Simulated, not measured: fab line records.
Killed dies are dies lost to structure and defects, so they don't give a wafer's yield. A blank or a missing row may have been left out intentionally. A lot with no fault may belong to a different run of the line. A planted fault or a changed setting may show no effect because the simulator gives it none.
Problem report, 8D (eight disciplines) form, completed by code | flow gf180mcu | the parts of the form that need people (team, actions taken, sign-off) are left out

## 1. THE PROBLEM
M3_ALCU_RS at GF_M3_RS_MEAS_05 reads a mean of 0.0734 ohm/sq on 2 wafers of 1 lot; wafers without a fault read 0.0692 ohm/sq with a standard deviation of 0.00089. Relative to the usual mean, that is a shift of +4.7 standard deviations.
The step: measures by four-point-probe.
Seen first at day 24 20:54 on filmMetro-03, wafer L222.4. Wafers with a number at this step in the record: 30, from 10 lots. By rule, "out" or "out of limits" means more than 4 standard deviations away from the usual mean. All remaining wafers that have a number are taken as sound.

## 2. WHAT THIS IS AND IS NOT
question                    | is                | is not
which readings at this step | M3_ALCU_RS        | -
which lots                  | L222              | L210, L213, L215, L216, L217, L218, L220, L223, L232
which wafers of those lots  | L222.4, L222.5    | L222.6
read on which gauges        | filmMetro-03      | filmMetro-01, filmMetro-04
when                        | from day 24 20:54 | up to then (22 sound wafers); but 6 sound wafers of L223, L232 came after

## 3. WHAT RULES OUT EACH SUSPECT
Counting: a tool at a process step up to the reading stays a suspect if it ran every lot that is out. Sound lots after the first of them don't rule it out here, since some wafers of a struck lot are sound.
- the gauge at GF_M3_RS_MEAS_05 has been ruled out. All the wafers that are out were read on filmMetro-03, but those of them that GF_M3_SPUTTER_02 has rows for are out there too, on other tools.
- plasmaAsher-03 at GF_V2_STRIP_18 (strips in O2/N2): kept. The lot that is out, L222, ran on it at day 24 19:19; the last sound lot it ran before that was L218, at day 23 05:44.
- pvdSputter-03 at GF_M3_SPUTTER_02 (material AlCu, target thk 450 nm, time 23.9 s): kept. The lot that is out, L222, ran on it at day 24 20:45; the last sound lot it ran before that was L220, at day 24 06:41. Its own cathodeDcPowerW readings are out on those wafers.
- pvdSputter-03 at GF_M3_SPUTTER_04 (material TiN, target thk 50 nm, time 41.7 s): kept. The lot that is out, L222, ran on it at day 24 20:48; the last sound lot it ran before that was L220, at day 24 06:44.
The count leaves plasmaAsher-03 at GF_V2_STRIP_18, pvdSputter-03 at GF_M3_SPUTTER_02, and pvdSputter-03 at GF_M3_SPUTTER_04.

## 4. THE CAUSE (what the simulator had put in)
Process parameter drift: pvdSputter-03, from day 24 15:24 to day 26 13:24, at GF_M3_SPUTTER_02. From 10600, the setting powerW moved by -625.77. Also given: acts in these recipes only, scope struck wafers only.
3 suspects survive the count, and this tool is in that group.

## 5. SEQUENCE OF EFFECTS, ordered by route
Each row: a reading whose mean over the struck wafers that have a number lies more than 3 standard deviations from the usual. Readings are gone through only where the record gives a usual standard deviation; hours: the median, over the lots, of the time from a lot's start at the first step in this table giving one to that lot's start at this step; sigmas: the change measured in usual standard deviations.
hours | step              | reading         | usual         | on struck wafers | change  | sigmas
0     | GF_M3_SPUTTER_02  | cathodeDcPowerW | 10600 W       | 9972             | -628    | -99 or more
0     | GF_M3_RS_MEAS_05  | M3_ALCU_RS      | 0.0692 ohm/sq | 0.0734           | +0.0042 | +4.7
4     | GF_M3_THK_MEAS_06 | M3_ALCU_THK     | 447 nm        | 423              | -24     | -4.3
Here are the process steps it includes:
- GF_M3_SPUTTER_02: material AlCu, target thk 450 nm, time 23.9 s.

## 6. HOW IT WOULD HAVE BEEN CAUGHT EARLIER
Counted from the fault's start at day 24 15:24, it took 6 hours until the first out-of-limits reading at a measuring or inspecting step in this record, taken at day 24 20:54.
At GF_M3_SPUTTER_02, the tool's own readings (cathodeDcPowerW) were out on each struck wafer the step has a row for, so an alarm limit on them would have fired on the first such wafer.
Lots out: 1; all had begun GF_M3_SPUTTER_02 on pvdSputter-03 by day 24 20:54. Had the tool been put on hold then, not one of them would have been saved.
